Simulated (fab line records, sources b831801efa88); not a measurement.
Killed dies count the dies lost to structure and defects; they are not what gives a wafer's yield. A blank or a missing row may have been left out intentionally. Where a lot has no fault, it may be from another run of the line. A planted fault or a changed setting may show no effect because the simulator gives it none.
A lot that was struck, set against a sound lot -- flow sky130 -- 17 out of 708 route steps
Sound: wafers L144.3, L144.4, L144.6. The struck wafers were L152.1, L152.3, L152.5. The cause comes at the end.
Each step with rows lists, per side, the tool, then ch with its chambers, then its first start. Under that, the readings that differ: sound wafers -- struck wafers -- difference of the means -- sigmas: that difference in standard deviations of wafers without a fault.
alike: a reading whose means differ by less than 2 such deviations, as well as words and numbers matching on both sides. not compared: withheld readings; readings where some wafer has no value; bounds like >300 that might hide an equal value; numbers whose values overlap and for which the record gives no deviation.
Wherever a step has rows on one side only, a row that says differs or no value, or a row with sigmas, the two part there. Numbers that have no deviation but don't overlap get no sigmas and don't part them. A reading that every wafer of one side lacks parts them only if that side has two wafers or more.

SKY_FIELD_ISO_ETCH_15: etches the open film in CHF3/O2, stops on Si, target depth 180 nm, time 72 s.
  sound on rie-diel-02 ch 1,2, day 2 10:20; struck on rie-diel-03 ch 1,2, day 4 04:17
  alike: drypump-motor-current-A, oes-product-au, throttle-valve-pct
  not compared: rf-hours-counter-h
SKY_FIELD_ISO_STRIP_16: strips in O2/N2.
  sound on plasma-asher-01 ch 0,1, day 2 10:25; struck on plasma-asher-01 ch 0,1, day 4 04:20
  alike: drypump-motor-current-A, oes-product-au, strip-time-to-endpoint-s
  not compared: rf-hours-counter-h
SKY_FIELD_ISO_ETCH_17: etches Si in HBr/Cl2/O2, target depth 342 nm, time 97.7 s.
  sound on rie-si-01 ch 2,3, day 2 10:29; struck on rie-si-01 ch 0,3, day 4 04:26
  alike: drypump-motor-current-A, mfc-cl2-sccm, oes-product-au, throttle-valve-pct
  not compared: rf-hours-counter-h
then, 5 steps without rows for these wafers: SKY_FIELD_ISO_WET_ETCH_18 (etches Si3N4 in H3PO4, target depth 25 nm, time 286 s); SKY_FIELD_ISO_CLEAN_19 (cleans in SC1/SC2, time 150 s); SKY_FIELD_ISO_CLEAN_20 (cleans in dHF, time 20 s); SKY_FIELD_ISO_WET_ETCH_21 (etches SiO2 in dHF, target depth 20 nm, time 400 s); SKY_FIELD_ISO_OXIDATION_22 (stabilise 600 s, purge 300 s, target thk 10 nm).
SKY_FIELD_ISO_THK_MEAS_23:
  struck on film-metro-03, day 4 06:05; sound on film-metro-01, day 2 13:06
reading,sound,struck,difference,sigmas
FIELD_ISO_OXIDATION_01_THK (nm),9.94 9.98 9.96,10.50 10.33 10.41,+0.45,+2
then, 1 step without rows for these wafers: SKY_FIELD_ISO_CVD_24 (deposits SiO2, target thk 595 nm, time 99.2 s).
SKY_FIELD_ISO_THK_MEAS_25:
  struck on film-metro-02, day 4 06:13; sound on film-metro-03, day 2 13:14
  alike: FIELD_ISO_CVD_24_THK
then, 1 step without rows for these wafers: SKY_FIELD_ISO_ANNEAL_26 (time 1800 s).
SKY_FIELD_ISO_CMP_27: polishes, stops on Si3N4, t overpolish 16 s, target thk 457.8 nm.
  sound on cmp-02 ch 1,3, day 2 15:16; struck on cmp-02 ch 0,2, day 4 09:12
  no value came back on the struck wafers for any of 5 readings (edge-zone-pressure-frac, head-pressure-psi (psi) and others); on the sound wafers edge-zone-pressure-frac reads 0.997 0.997 0.996
reading,sound,struck,difference,sigmas
model.SiO2_of_FIELD_ISO_CVD_24.thk-nm (nm),458.8 458.1 459.6,590.4 601.1 600.9,+138.6,
then, 2 steps without rows for these wafers: SKY_FIELD_ISO_WET_ETCH_28 (etches SiO2 in dHF, target depth 23.7 nm, time 47 s); SKY_FIELD_ISO_WET_ETCH_29 (etches Si3N4 in H3PO4, target depth 160 nm, time 1825 s).
SKY_FIELD_ISO_WET_ETCH_30: etches SiO2 in dHF, target depth 25 nm, time 50 s.
  sound on wet-bench-02 ch 1, day 2 16:04; struck on wet-bench-02 ch 3, day 4 10:05
reading,sound,struck,difference,sigmas
model.SiO2_of_FIELD_ISO_CVD_24.thk-nm (nm),406.4 405.6 407.1,537.9 548.5 548.6,+138.6,
-- a jump in the record: the struck wafers' starts before and after are 43 days apart (it breaks off in module FIELD_ISO and resumes in module PAD_OPEN, where the first step shown is number 708 of the route) --
SKY_PAD_OPEN_PROBE_99:
  struck on prober-02, day 47 21:34; sound on prober-01, day 45 17:38
reading,sound,struck,difference,sigmas
killed-at-front-end,16 16 19,404 409 421,+394,+96
killed-dies,99 99 108,492 492 492,+390,+39
killed-on-rim,19 20 25,96 96 96,+75,+20
  alike: killed_at_M0_to_M3, killed_at_M4_up, killed-at-contacts, killed-at-other, killed-open, killed-short

WHERE THEY PART
At SKY_FIELD_ISO_THK_MEAS_23 first; at SKY_PAD_OPEN_PROBE_99 last (within this record only).

WHY: what the simulator had put in
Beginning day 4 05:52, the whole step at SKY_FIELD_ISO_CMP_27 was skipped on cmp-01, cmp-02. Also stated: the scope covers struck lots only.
